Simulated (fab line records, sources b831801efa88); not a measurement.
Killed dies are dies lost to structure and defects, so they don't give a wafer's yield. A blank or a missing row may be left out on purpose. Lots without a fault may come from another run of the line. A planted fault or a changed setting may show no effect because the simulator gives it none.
Which tool did it? | flow sky130 | 6 lots, 18 wafers sampled, at 2 steps of a route of 708

WHAT THE GAUGES READ, wafer by wafer
SKY_VT_ADJUST_HVTR_TW_MEAS_11.
lot  | measured     | on            | VT_ADJUST_HVTR_TW
L622 | day 9 16:14  | film_metro-04 | 212.2 212.4 211.9
L626 | day 11 02:52 | film_metro-04 | 229.9 230.2 231.2 230.0 229.5 231.1
L628 | day 11 13:05 | film_metro-04 | 230.4 229.9 229.7 229.9 229.6 230.0
L634 | day 13 11:17 | film_metro-03 | 207.0 206.8 207.7
L638 | day 15 16:13 | film_metro-02 | 211.6 211.7 212.0
L641 | day 16 06:07 | film_metro-02 | 212.8 212.7 213.0

WHICH TOOL RAN EACH LOT (tool, then ch and the chambers of the sampled wafers, then the start)
lot  | SKY_VT_ADJUST_HVTR_IMPLANT_09
L622 | implanter-02 ch 0, day 9 16:01
L626 | implanter-02 ch 0, day 11 02:37
L628 | implanter-02 ch 0, day 11 12:51
L634 | implanter-01 ch 0, day 13 11:03
L638 | implanter-03 ch 0, day 15 16:00
L641 | implanter-03 ch 0, day 16 05:53
- SKY_VT_ADJUST_HVTR_IMPLANT_09

THE ANSWER, worked out from the rows above alone
Rule: what is usual is taken from the lots themselves. Put in order of their means at a reading, lots are off if they are a third of the lots or fewer, leave a main group of 4 or more, and stand apart from it by a gap of 3 or more times the standard deviation of the main group's means; of several such gaps the widest counts. A main group whose means are all the same, to the digits that the tables above print for the reading, isn't used. A lot without any number at a reading at which 4 lots or more have one is off too. The other lots that the step has rows for count as sound.
Off: L626, L628, at SKY_VT_ADJUST_HVTR_TW_MEAS_11 (VT_ADJUST_HVTR_TW). The main group: mean 211.0, standard deviation 2.2.
A tool fits if, at a process step before that reading, it ran every lot that is off, and no sound lot after the first of them. The gauges at SKY_VT_ADJUST_HVTR_TW_MEAS_11 are tried like those tools. Can't be told from this: 2 tools fit, implanter-02 at SKY_VT_ADJUST_HVTR_IMPLANT_09, film_metro-04 at SKY_VT_ADJUST_HVTR_TW_MEAS_11.

WHAT THE SIMULATOR HAD PUT IN
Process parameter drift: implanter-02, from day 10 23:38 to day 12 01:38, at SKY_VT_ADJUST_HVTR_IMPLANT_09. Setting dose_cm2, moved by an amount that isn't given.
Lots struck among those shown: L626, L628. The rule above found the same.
